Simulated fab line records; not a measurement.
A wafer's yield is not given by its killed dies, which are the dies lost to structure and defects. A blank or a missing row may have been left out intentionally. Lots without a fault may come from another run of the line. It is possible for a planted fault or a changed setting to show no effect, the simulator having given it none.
fab line records + flow sky130
record
- lots=14
- wafers=42
- lastDay=50
route steps=708 shown FIELD_ISO@17 NWELL@34 VT_ADJUST_HVTR@138
lots that met no fault: from a run of the same line without faults
startH: start of the lot's first displayed wafer, in hours after the record's first day + waitH: hours since the lot's step before + " as in the row above + L1.1+2: a row that stands for several wafers + - no value present, or no start provided + * or withheld: withheld + < > ~ a bound
route shown NAME@n: NAME is a module with steps in the file, n the number in the route of the first one + usual: mean/standard deviation taken from wafers without a fault + same: alike in all rows + chamber/n: place in a boat + sites: per-site readings + _std_site: the standard deviation of these + _edge_site: inner sites' mean taken away from outer sites' mean + radiusMm: how far each site lies from the wafer's centre + mask NAME#n: copy n + behind: tool/chamber where the wafer was last shaped + hold: cause of the lot's hold/its duration in hours/its outcome + device: whichever transistor did not switch (one of n, p or np) + end of line: tests of these same wafers at the route's end + a step given without rows: its recipe and nothing more + killed: the dies lost at the first sort to structure and to defects; this is not the yield of the wafer + map: a wafer's dies, marking killed ones x, the rest . and places with no die _
set.NAME: the run value of the setting; set.NAME@STEP: its run value at that earlier step + model.NAME: the simulator's own value behind a step, which no gauge read
steps of the route over a sample of lots; a table a step, a row a wafer
services: the hour from which a tool's chamber was out of use, counted from the record's first day as startH (under 0 if before that day), plus the number of hours and why
## steps
# step SKY_FIELD_ISO_STRIP_16
# recipe
- chemistry=O2/N2
- powerW=1400
- pressureMtorr=1500
- platenTempC=withheld
- o2FlowSccm=3000
- n2FlowSccm=300
- overashFraction=0.5
# usual
- drypumpMotorCurrentA=6.0/0.51
- n2FlowSccm=300.4/0.78
- oesProductAu=0.378/0.0046
- stripTimeToEndpointS=3.55/0.034
| lot.wafer | tool           | chamber | startH | waitH | drypumpMotorCurrentA | n2FlowSccm | oesProductAu | rfHoursCounterH | stripTimeToEndpointS |
|-----------|----------------|---------|--------|-------|----------------------|------------|--------------|-----------------|----------------------|
| L271.2    | plasmaAsher-04 | 0       | 27.90  | 0.0   | 5.4                  | 301.3      | 0.370        | 34              | 3.51                 |
| L271.3    | "              | 0       | "      | "     | 5.4                  | 299.7      | 0.381        | -               | 3.56                 |
| L271.6    | "              | 0       | "      | "     | 5.3                  | 301.2      | 0.377        | -               | 3.50                 |
| L272.2    | plasmaAsher-04 | 1       | 33.95  | 0.0   | 6.7                  | 300.5      | 0.376        | 35              | 3.58                 |
| L272.3    | "              | 1       | "      | "     | 6.7                  | 301.5      | 0.381        | -               | 3.62                 |
| L272.6    | "              | 1       | "      | "     | 6.7                  | 300.8      | 0.380        | -               | 3.54                 |
| L273.1    | plasmaAsher-03 | 0       | 39.90  | 0.0   | 6.4                  | 299.0      | 0.379        | 38              | 3.52                 |
| L273.5    | "              | 0       | "      | "     | 6.4                  | 299.2      | 0.382        | -               | 3.54                 |
| L273.6    | "              | 1       | "      | "     | 6.4                  | 299.9      | 0.370        | -               | 3.54                 |
| L274.2    | plasmaAsher-04 | 0       | 44.50  | 0.0   | 5.4                  | 301.8      | 0.376        | 36              | 3.59                 |
| L274.4    | "              | 1       | "      | "     | 6.7                  | 300.7      | 0.388        | -               | 3.56                 |
| L274.6    | "              | 1       | "      | "     | 6.6                  | 300.0      | 0.372        | -               | 3.56                 |
| L275.1    | plasmaAsher-02 | 0       | 48.72  | 0.0   | 5.5                  | 299.9      | 0.381        | 37              | 3.53                 |
| L275.3    | "              | 0       | "      | "     | 5.5                  | 301.0      | 0.385        | -               | 3.59                 |
| L275.5    | "              | 0       | "      | "     | 5.5                  | 299.9      | 0.375        | -               | 3.51                 |
| L276.2    | plasmaAsher-03 | 1       | 56.80  | 0.0   | 6.4                  | 300.1      | 0.380        | 40              | 3.51                 |
| L276.4    | "              | 1       | "      | "     | 6.4                  | 300.2      | 0.379        | -               | 3.52                 |
| L276.5    | "              | 1       | "      | "     | 6.4                  | 299.5      | 0.381        | -               | 3.53                 |
| L277.3    | plasmaAsher-04 | 1       | 61.23  | 0.1   | 6.7                  | 299.9      | 0.382        | -               | 3.56                 |
| L277.4    | "              | 0       | "      | "     | 5.3                  | 300.5      | 0.385        | -               | 3.62                 |
| L277.5    | "              | 1       | "      | "     | 6.7                  | 300.0      | 0.372        | -               | 3.60                 |
| L278.3    | plasmaAsher-03 | 1       | 65.93  | 0.1   | 6.4                  | 299.7      | 0.379        | -               | 3.57                 |
| L278.4    | "              | 0       | "      | "     | 6.4                  | 301.2      | 0.377        | -               | 3.56                 |
| L278.5    | "              | 0       | "      | "     | 6.4                  | 300.3      | 0.379        | -               | 3.51                 |
| L279.4    | plasmaAsher-02 | 0       | 73.14  | 0.1   | 5.5                  | 298.9      | 0.381        | -               | 3.63                 |
| L279.5    | "              | 1       | "      | "     | 5.9                  | 300.3      | 0.376        | -               | 3.55                 |
| L279.6    | "              | 0       | "      | "     | 5.5                  | 300.5      | 0.375        | -               | 3.53                 |
| L280.1    | plasmaAsher-02 | 0       | 77.80  | 0.0   | 5.5                  | 300.7      | 0.374        | 38              | 3.51                 |
| L280.5    | "              | 1       | "      | "     | 5.9                  | 300.9      | 0.376        | -               | 3.53                 |
| L280.6    | "              | 0       | "      | "     | 5.5                  | 300.5      | 0.377        | -               | 3.56                 |
| L281.3    | plasmaAsher-04 | 0       | 80.29  | 0.1   | 5.3                  | 299.5      | 0.384        | -               | 3.59                 |
| L281.5    | "              | 1       | "      | "     | 6.7                  | 301.3      | 0.383        | -               | 3.55                 |
| L281.6    | "              | 0       | "      | "     | 5.4                  | 299.6      | 0.382        | -               | 3.57                 |
| L287.4    | plasmaAsher-03 | 0       | 112.99 | 0.1   | 6.4                  | 300.7      | 0.376        | -               | 3.53                 |
| L287.5    | "              | 0       | "      | "     | 6.4                  | 300.4      | 0.377        | -               | 3.50                 |
| L287.6    | "              | 1       | "      | "     | 6.4                  | 300.2      | 0.370        | -               | 3.52                 |
| L289.1    | plasmaAsher-04 | 0       | 122.30 | 0.0   | 5.4                  | 300.6      | 0.376        | 44              | 3.57                 |
| L289.3    | "              | 1       | "      | "     | 6.7                  | 300.0      | 0.384        | -               | 3.55                 |
| L289.5    | "              | 1       | "      | "     | 6.7                  | 301.4      | 0.376        | -               | 3.57                 |
| L293.1    | plasmaAsher-03 | 0       | 144.55 | 0.0   | 6.4                  | 299.8      | 0.376        | 49              | 3.58                 |
| L293.3    | "              | 0       | "      | "     | 6.4                  | 302.2      | 0.377        | -               | 3.61                 |
| L293.6    | "              | 0       | "      | "     | 6.4                  | 301.8      | 0.375        | -               | 3.60                 |
# step SKY_NWELL_THK_MEAS_02
# recipe
- reads=SiO2_of_NWELL_OXIDATION_01
# usual
- NWELL_OXIDATION_THK=10.06/0.22
| lot.wafer | tool         | chamber | startH | waitH | NWELL_OXIDATION_THK[nm] |
|-----------|--------------|---------|--------|-------|-------------------------|
| L271.2    | filmMetro-02 | -       | 34.66  | 0.0   | 10.42                   |
| L271.3    | "            | -       | "      | "     | 10.39                   |
| L271.6    | "            | -       | "      | "     | 10.29                   |
| L272.2    | filmMetro-01 | -       | 43.97  | 0.0   | 9.72                    |
| L272.3    | "            | -       | "      | "     | 9.74                    |
| L272.6    | "            | -       | "      | "     | 9.92                    |
| L273.1    | filmMetro-02 | -       | 49.08  | 0.0   | 10.62                   |
| L273.5    | "            | -       | "      | "     | 10.25                   |
| L273.6    | "            | -       | "      | "     | 10.22                   |
| L274.2    | filmMetro-03 | -       | 50.99  | 0.0   | 9.92                    |
| L274.4    | "            | -       | "      | "     | 9.82                    |
| L274.6    | "            | -       | "      | "     | 9.82                    |
| L275.1    | filmMetro-02 | -       | 58.84  | 0.0   | 10.12                   |
| L275.3    | "            | -       | "      | "     | 10.13                   |
| L275.5    | "            | -       | "      | "     | 10.18                   |
| L276.2    | filmMetro-02 | -       | 64.29  | 0.0   | 9.76                    |
| L276.4    | "            | -       | "      | "     | 9.90                    |
| L276.5    | "            | -       | "      | "     | 9.85                    |
| L277.3    | filmMetro-02 | -       | 69.63  | 0.0   | 10.13                   |
| L277.4    | "            | -       | "      | "     | 9.98                    |
| L277.5    | "            | -       | "      | "     | 10.03                   |
| L278.3    | filmMetro-03 | -       | 73.96  | 0.0   | 10.11                   |
| L278.4    | "            | -       | "      | "     | 10.05                   |
| L278.5    | "            | -       | "      | "     | 10.05                   |
| L279.4    | filmMetro-03 | -       | 80.71  | 0.0   | 10.42                   |
| L279.5    | "            | -       | "      | "     | 10.28                   |
| L279.6    | "            | -       | "      | "     | 10.34                   |
| L280.1    | filmMetro-02 | -       | 83.59  | 0.0   | 9.66                    |
| L280.5    | "            | -       | "      | "     | 9.60                    |
| L280.6    | "            | -       | "      | "     | 9.90                    |
| L281.3    | filmMetro-02 | -       | 86.50  | 0.0   | 10.45                   |
| L281.5    | "            | -       | "      | "     | 10.25                   |
| L281.6    | "            | -       | "      | "     | 10.32                   |
| L287.4    | filmMetro-01 | -       | 124.23 | 0.0   | 10.14                   |
| L287.5    | "            | -       | "      | "     | 9.97                    |
| L287.6    | "            | -       | "      | "     | 10.12                   |
| L289.1    | filmMetro-03 | -       | 129.42 | 0.0   | 10.06                   |
| L289.3    | "            | -       | "      | "     | 10.01                   |
| L289.5    | "            | -       | "      | "     | 10.03                   |
| L293.1    | filmMetro-03 | -       | 150.27 | 0.0   | 9.77                    |
| L293.3    | "            | -       | "      | "     | 9.54                    |
| L293.6    | "            | -       | "      | "     | 9.81                    |
# step SKY_NWELL_COAT_05
# recipe
- spinRpm=2000
- resistThkNm=3000
| lot.wafer  | tool          | chamber | startH | waitH |
|------------|---------------|---------|--------|-------|
| L271.2+3+6 | lithoTrack-02 | 0       | 73.87  | 0.1   |
| L272.2+3+6 | lithoTrack-02 | 0       | 84.47  | 0.1   |
| L273.1+5+6 | lithoTrack-04 | 0       | 89.94  | 0.1   |
| L274.2+4+6 | lithoTrack-04 | 0       | 92.86  | 0.1   |
| L275.1+3+5 | lithoTrack-04 | 0       | 101.29 | 0.1   |
| L276.2+4+5 | lithoTrack-04 | 0       | 107.86 | 0.1   |
| L277.3+4+5 | lithoTrack-04 | 0       | 113.09 | 0.1   |
| L278.3+4+5 | lithoTrack-04 | 0       | 118.84 | 0.1   |
| L279.4+5+6 | lithoTrack-01 | 0       | 124.51 | 0.1   |
| L280.1+5+6 | lithoTrack-01 | 0       | 128.73 | 0.1   |
| L281.3+5+6 | lithoTrack-02 | 0       | 131.85 | 0.1   |
| L287.4+5+6 | lithoTrack-02 | 0       | 173.27 | 0.1   |
| L289.1+3+5 | lithoTrack-02 | 0       | 177.80 | 0.1   |
| L293.1+3+6 | lithoTrack-01 | 0       | 200.48 | 0.1   |
# step SKY_NWELL_STRIP_14
# recipe
- chemistry=O2/N2
- powerW=1400
- pressureMtorr=1500
- platenTempC=withheld
- o2FlowSccm=3000
- n2FlowSccm=300
- overashFraction=0.5
# usual
- drypumpMotorCurrentA=6.1/0.36
- n2FlowSccm=300.0/0.91
- oesProductAu=0.723/0.004
- stripTimeToEndpointS=36.97/0.11
| lot.wafer | tool           | chamber | startH | waitH | drypumpMotorCurrentA | n2FlowSccm | oesProductAu | rfHoursCounterH | stripTimeToEndpointS |
|-----------|----------------|---------|--------|-------|----------------------|------------|--------------|-----------------|----------------------|
| L271.2    | plasmaAsher-02 | 0       | 83.17  | 0.1   | 5.5                  | 300.2      | 0.724        | 39              | 37.02                |
| L271.3    | "              | 0       | "      | "     | 5.5                  | 300.0      | 0.727        | -               | 37.07                |
| L271.6    | "              | 0       | "      | "     | 5.5                  | 300.1      | 0.731        | -               | 36.96                |
| L272.2    | plasmaAsher-03 | 1       | 93.68  | 0.1   | 6.4                  | 299.9      | 0.720        | 44              | 37.01                |
| L272.3    | "              | 0       | "      | "     | 6.4                  | 301.8      | 0.715        | -               | 37.01                |
| L272.6    | "              | 1       | "      | "     | 6.4                  | 299.7      | 0.730        | -               | 37.02                |
| L273.1    | plasmaAsher-03 | 1       | 99.62  | 0.1   | 6.4                  | 299.7      | 0.724        | 44              | 36.94                |
| L273.5    | "              | 0       | "      | "     | 6.4                  | 301.5      | 0.721        | -               | 36.94                |
| L273.6    | "              | 1       | "      | "     | 6.4                  | 300.3      | 0.730        | -               | 36.87                |
| L274.2    | plasmaAsher-03 | 1       | 102.23 | 0.1   | 6.4                  | 298.6      | 0.724        | 45              | 36.80                |
| L274.4    | "              | 1       | "      | "     | 6.4                  | 300.2      | 0.722        | -               | 36.64                |
| L274.6    | "              | 0       | "      | "     | 6.4                  | 299.1      | 0.727        | -               | 36.79                |
| L275.1    | plasmaAsher-03 | 1       | 111.62 | 0.1   | 6.4                  | 301.4      | 0.721        | 46              | 36.76                |
| L275.3    | "              | 1       | "      | "     | 6.4                  | 301.0      | 0.724        | -               | 36.79                |
| L275.5    | "              | 1       | "      | "     | 6.4                  | 301.7      | 0.731        | -               | 36.82                |
| L276.2    | plasmaAsher-01 | 1       | 117.47 | 0.1   | 5.6                  | 302.0      | 0.724        | 27              | 37.09                |
| L276.4    | "              | 0       | "      | "     | 6.0                  | 299.4      | 0.727        | -               | 36.99                |
| L276.5    | "              | 1       | "      | "     | 5.6                  | 300.9      | 0.728        | -               | 37.11                |
| L277.3    | plasmaAsher-03 | 0       | 122.70 | 0.1   | 6.4                  | 299.1      | 0.713        | -               | 36.91                |
| L277.4    | "              | 1       | "      | "     | 6.4                  | 299.3      | 0.720        | -               | 36.91                |
| L277.5    | "              | 1       | "      | "     | 6.4                  | 298.5      | 0.728        | -               | 36.89                |
| L278.3    | plasmaAsher-03 | 0       | 128.52 | 0.1   | 6.4                  | 300.6      | 0.725        | -               | 37.00                |
| L278.4    | "              | 1       | "      | "     | 6.4                  | 298.8      | 0.723        | -               | 36.92                |
| L278.5    | "              | 0       | "      | "     | 6.4                  | 300.6      | 0.726        | -               | 36.84                |
| L279.4    | plasmaAsher-02 | 1       | 134.75 | 0.1   | 5.9                  | 300.1      | 0.720        | -               | 37.17                |
| L279.5    | "              | 0       | "      | "     | 5.5                  | 299.3      | 0.723        | -               | 37.06                |
| L279.6    | "              | 1       | "      | "     | 5.9                  | 300.4      | 0.722        | -               | 36.97                |
| L280.1    | plasmaAsher-01 | 1       | 138.72 | 0.1   | 5.6                  | 299.9      | 0.717        | 29              | 36.86                |
| L280.5    | "              | 1       | "      | "     | 5.6                  | 300.6      | 0.720        | -               | 36.92                |
| L280.6    | "              | 0       | "      | "     | 6.0                  | 300.1      | 0.722        | -               | 36.97                |
| L281.3    | plasmaAsher-03 | 0       | 142.15 | 0.1   | 6.4                  | 300.2      | 0.724        | -               | 37.11                |
| L281.5    | "              | 1       | "      | "     | 6.4                  | 301.4      | 0.727        | -               | 37.09                |
| L281.6    | "              | 0       | "      | "     | 6.4                  | 300.3      | 0.728        | -               | 37.10                |
| L287.4    | plasmaAsher-03 | 1       | 184.65 | 0.1   | 6.4                  | 300.6      | 0.717        | -               | 20.70                |
| L287.5    | "              | 1       | "      | "     | 6.4                  | 298.7      | 0.721        | -               | 20.76                |
| L287.6    | "              | 0       | "      | "     | 6.4                  | 300.3      | 0.719        | -               | 20.75                |
| L289.1    | plasmaAsher-02 | 1       | 188.62 | 0.1   | 6.0                  | 299.2      | 0.723        | 6               | 20.88                |
| L289.3    | "              | 0       | "      | "     | 5.5                  | 298.5      | 0.718        | -               | 20.89                |
| L289.5    | "              | 0       | "      | "     | 5.5                  | 299.7      | 0.720        | -               | 20.88                |
| L293.1    | plasmaAsher-03 | 0       | 212.58 | 0.1   | 6.4                  | 300.7      | 0.730        | 56              | 37.00                |
| L293.3    | "              | 0       | "      | "     | 6.4                  | 301.1      | 0.718        | -               | 36.85                |
| L293.6    | "              | 1       | "      | "     | 6.4                  | 299.8      | 0.726        | -               | 36.99                |
# step SKY_VT_ADJUST_HVTR_CD_MEAS_07
# recipe
- targetCdNm=380
# usual
- cdNm=379.6/2.5
| lot.wafer | tool     | chamber | startH | waitH | cdNm  |
|-----------|----------|---------|--------|-------|-------|
| L271.2    | cdSem-01 | -       | 198.10 | 0.1   | 384.1 |
| L271.3    | "        | -       | "      | "     | 380.5 |
| L271.6    | "        | -       | "      | "     | 380.1 |
| L272.2    | cdSem-01 | -       | 213.37 | 0.1   | 379.7 |
| L272.3    | "        | -       | "      | "     | 384.8 |
| L272.6    | "        | -       | "      | "     | 380.9 |
| L273.1    | cdSem-01 | -       | 220.04 | 0.1   | 383.3 |
| L273.5    | "        | -       | "      | "     | 382.1 |
| L273.6    | "        | -       | "      | "     | 382.0 |
| L274.2    | cdSem-02 | -       | 222.66 | 0.1   | 380.7 |
| L274.4    | "        | -       | "      | "     | 382.1 |
| L274.6    | "        | -       | "      | "     | 379.9 |
| L275.1    | cdSem-01 | -       | 235.64 | 0.1   | 380.7 |
| L275.3    | "        | -       | "      | "     | 377.9 |
| L275.5    | "        | -       | "      | "     | 381.1 |
| L276.2    | cdSem-02 | -       | 241.71 | 0.1   | 381.0 |
| L276.4    | "        | -       | "      | "     | 380.7 |
| L276.5    | "        | -       | "      | "     | 382.8 |
| L277.3    | cdSem-01 | -       | 248.92 | 0.1   | 377.6 |
| L277.4    | "        | -       | "      | "     | 381.5 |
| L277.5    | "        | -       | "      | "     | 381.4 |
| L278.3    | cdSem-01 | -       | 256.83 | 0.1   | 376.2 |
| L278.4    | "        | -       | "      | "     | 375.5 |
| L278.5    | "        | -       | "      | "     | 373.3 |
| L279.4    | cdSem-02 | -       | 264.24 | 0.1   | 379.8 |
| L279.5    | "        | -       | "      | "     | 381.3 |
| L279.6    | "        | -       | "      | "     | 383.4 |
| L280.1    | cdSem-02 | -       | 267.09 | 0.1   | 378.8 |
| L280.5    | "        | -       | "      | "     | 379.2 |
| L280.6    | "        | -       | "      | "     | 380.7 |
| L281.3    | cdSem-01 | -       | 275.09 | 0.1   | 379.4 |
| L281.5    | "        | -       | "      | "     | 379.7 |
| L281.6    | "        | -       | "      | "     | 380.8 |
| L287.4    | cdSem-02 | -       | 327.16 | 0.2   | 384.0 |
| L287.5    | "        | -       | "      | "     | 383.7 |
| L287.6    | "        | -       | "      | "     | 381.3 |
| L289.1    | cdSem-02 | -       | 331.78 | 0.1   | 380.4 |
| L289.3    | "        | -       | "      | "     | 377.5 |
| L289.5    | "        | -       | "      | "     | 380.0 |
| L293.1    | cdSem-01 | -       | 363.08 | 0.1   | 378.8 |
| L293.3    | "        | -       | "      | "     | 380.0 |
| L293.6    | "        | -       | "      | "     | 380.3 |
## services
| tool           | chamber | startH | hours | kind                     |
|----------------|---------|--------|-------|--------------------------|
| plasmaAsher-01 | -       | 45.80  | 0.6   | repair                   |
| lithoTrack-04  | -       | 47.04  | -     | consumableReplace:filter |
| lithoTrack-01  | -       | 49.91  | -     | consumableReplace:filter |
| plasmaAsher-01 | -       | 58.53  | 5.8   | repair                   |
| plasmaAsher-02 | -       | 60.78  | 11.5  | repair                   |
| plasmaAsher-03 | -       | 78.93  | 0.8   | repair                   |
| plasmaAsher-02 | -       | 108.75 | 9.0   | pm                       |
| plasmaAsher-02 | 0       | 108.75 | 9.0   | ventCycle                |
| plasmaAsher-02 | 1       | 108.75 | 9.0   | ventCycle                |
| plasmaAsher-02 | 0       | 117.75 | -     | clean                    |
| plasmaAsher-02 | 1       | 117.75 | -     | clean                    |
| plasmaAsher-02 | -       | 142.49 | 4.2   | repair                   |
## key
firstSign
- step=SKY_NWELL_STRIP_14
- reading=stripTimeToEndpointS
- direction=down
- sigmas=99+
- usual=*
- struck=*
effect none on later readings
metAt SKY_NWELL_COAT_05
struckLots L287,L289
sortLeftOut L287.4,L287.5,L287.6,L289.1,L289.3,L289.5
testerLeftOut L287,L289
notActingAt SKY_FIELD_ISO_STRIP_16,SKY_NWELL_THK_MEAS_02,SKY_VT_ADJUST_HVTR_CD_MEAS_07
onsetBetween 131.85 173.27
fault
- kind=processParameterDrift
- tool=lithoTrack-02
- chamber=-
- onsetH=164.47
- steps=SKY_NWELL_COAT_05
- channel=resistThkNm
- offset=-1386.8
- shape=step
- endH=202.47
- actsIn=theseRecipesOnly
- stated=3000
# testerLeftOut: of these lots the tester's yield and bins aren't shown, on N5 and GAA mostly nor the transistor test; their killed dies are dies lost to structure and defects alone, not to doping, threshold or leakage, so they don't give the yield
# sortLeftOut: the simulated sort isn't trusted on such a fault, so these wafers' sort isn't shown, and their yield isn't known
